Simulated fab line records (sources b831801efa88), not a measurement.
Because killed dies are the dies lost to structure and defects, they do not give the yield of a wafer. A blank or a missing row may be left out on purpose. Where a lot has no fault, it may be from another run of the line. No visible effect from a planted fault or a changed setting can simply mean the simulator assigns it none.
The tool behind it: which one? ; flow sky130 ; 12 lots (36 wafers sampled), 1 step of a 708-step route

== WHAT EACH GAUGE READ, for each wafer ==
SKY_POLY_GATE_CD_MEAS_13: target cd 150 nm.
lot;measured;on;cd nm (nm)
L075;day 16 20:05;cd sem-02;149.6 149.8 150.2
L077;day 17 07:13;cd sem-01;152.1 152.6 152.4
L078;day 18 01:32;cd sem-02;150.4 150.0 148.9
L081;day 19 02:17;cd sem-01;149.6 150.1 151.9
L083;day 20 03:44;cd sem-01;151.0 150.3 151.1
L087;day 25 07:24;cd sem-02;150.6 152.0 150.5
L086;day 25 08:08;cd sem-01;150.2 152.2 150.4
L088;day 25 08:31;cd sem-01;151.3 151.5 149.9
L095;day 25 08:50;cd sem-01;150.1 149.9 150.5
L091;day 25 09:17;cd sem-02;150.4 149.6 150.3
L092;day 25 09:37;cd sem-02;151.4 151.0 150.9
L096;day 25 10:00;cd sem-01;151.1 151.4 151.4

== TOOL THAT RAN EACH LOT (tool first, then ch and the chambers of the sampled wafers, then the start) ==
There is no process step in the record ahead of these readings.

== THE ANSWER, worked out from the rows above alone ==
Rule: usual is defined by the lots themselves. The widest of any qualifying gaps counts: lots, ordered by their means at a reading, are off when they make up no more than a third of the lots, leave a main group of 4 or more, and stand apart from it by 3 or more times the standard deviation of that group's means. A main group is skipped when, at the precision printed for the reading in the tables above, its means are all equal. A lot without any number at a reading at which 4 lots or more have one is off too. Any other lot the step has rows for is counted as sound.
Across all readings shown, no lot is off: no conclusion can be drawn from this.

== WHAT THE SIMULATOR HAD INSERTED ==
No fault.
